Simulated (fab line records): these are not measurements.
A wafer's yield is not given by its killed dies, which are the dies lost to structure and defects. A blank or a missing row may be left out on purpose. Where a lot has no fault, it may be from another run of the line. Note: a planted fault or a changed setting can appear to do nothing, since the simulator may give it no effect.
Struck lot and sound lot, side by side + flow sky130 + 16 steps out of a route of 708
Sound: wafers L381.2, L381.3, L381.5. The struck wafers were L392.2, L392.4, L392.6. The cause is named last.
Order at every step that has rows: each side's tool, ch and its chambers, its first start. Under that, the readings that differ: sound wafers + struck wafers + difference of the means + sigmas: that difference in standard deviations of wafers without a fault.
alike: readings whose means differ by less than 2 such deviations, and words and numbers that are the same on both sides. not compared: withheld readings, readings that some wafer has no value for, bounds like >300 that may hide the same value, and numbers for which the record gives no deviation and whose values overlap.
A row with sigmas, a row that says differs or no value, or rows on one side alone: a step with any of these is where the two part. When numbers do not overlap yet have no deviation, they are printed without sigmas and do not part them. A reading that every wafer of one side lacks parts them only if that side has two wafers or more.

first, 4 steps without rows for these wafers: SKY_LDD_N_IMPLANT_12; SKY_LDD_N_IMPLANT_13; SKY_LDD_N_IMPLANT_14; SKY_LDD_N_IMPLANT_15.
SKY_LDD_N_STRIP_16: strips in O2/N2.
  sound on plasma asher-01 ch 0,1, day 22 18:30; struck on plasma asher-02 ch 0, day 23 22:49
  alike: drypump motor current A, oes product au, strip time to endpoint s
  not compared: rf hours counter h
SKY_LDD_N_TW_MEAS_17:
  sound on film metro-02, day 22 18:37; struck on film metro-01, day 23 22:56
  alike: LDD_N_TW
then, 6 steps without rows for these wafers: SKY_LDD_P_DEHYDRATE_00 (time 60 s); SKY_LDD_P_HMDS_01 (prime time 60 s); SKY_LDD_P_COAT_02 (resist thk 1140 nm); SKY_LDD_P_SOFTBAKE_03 (time 60 s); SKY_LDD_P_EXPOSE_04 (exposes mask PSDM, target cd 380 nm); SKY_LDD_P_PEB_05.
SKY_LDD_P_DEVELOP_06: develop time 60 s.
  sound on litho track-02 ch 0, day 23 23:58; struck on litho track-03 ch 0, day 25 03:41
SKY_LDD_P_CD_MEAS_07 targets a cd of 380 nm.
  sound on cd sem-02, day 24 00:07; struck on cd sem-01, day 25 03:50
| reading    | sound             | struck            | difference | sigmas |
|------------|-------------------|-------------------|------------|--------|
| cd nm (nm) | 383.7 381.0 382.2 | 371.2 370.7 371.5 | -11.2      | -4     |
  not compared: hold
SKY_LDD_P_OVL_MEAS_08:
  sound on overlay-02, day 24 00:13; struck on overlay-02, day 25 03:56
  alike: LDD_P_OVL
  not compared: hold
-- a jump in the record: the struck wafers' starts before and after are 25 days apart (it breaks off in module LDD_P and resumes in module PAD_OPEN, where the first step shown is number 708 of the route) --
SKY_PAD_OPEN_PROBE_99:
  sound on prober-01, day 49 00:40; struck on prober-02, day 49 17:57
  alike: killed_at_M0_to_M3, killed_at_M4_up, killed at contacts, killed at front end, killed at other, killed dies, killed open, killed short

WHERE THEY PART
Only at SKY_LDD_P_CD_MEAS_07, as far as this record shows. Later steps at which nothing parts them and some readings are alike: SKY_LDD_P_OVL_MEAS_08, SKY_PAD_OPEN_PROBE_99.

WHY: whatever the simulator had introduced
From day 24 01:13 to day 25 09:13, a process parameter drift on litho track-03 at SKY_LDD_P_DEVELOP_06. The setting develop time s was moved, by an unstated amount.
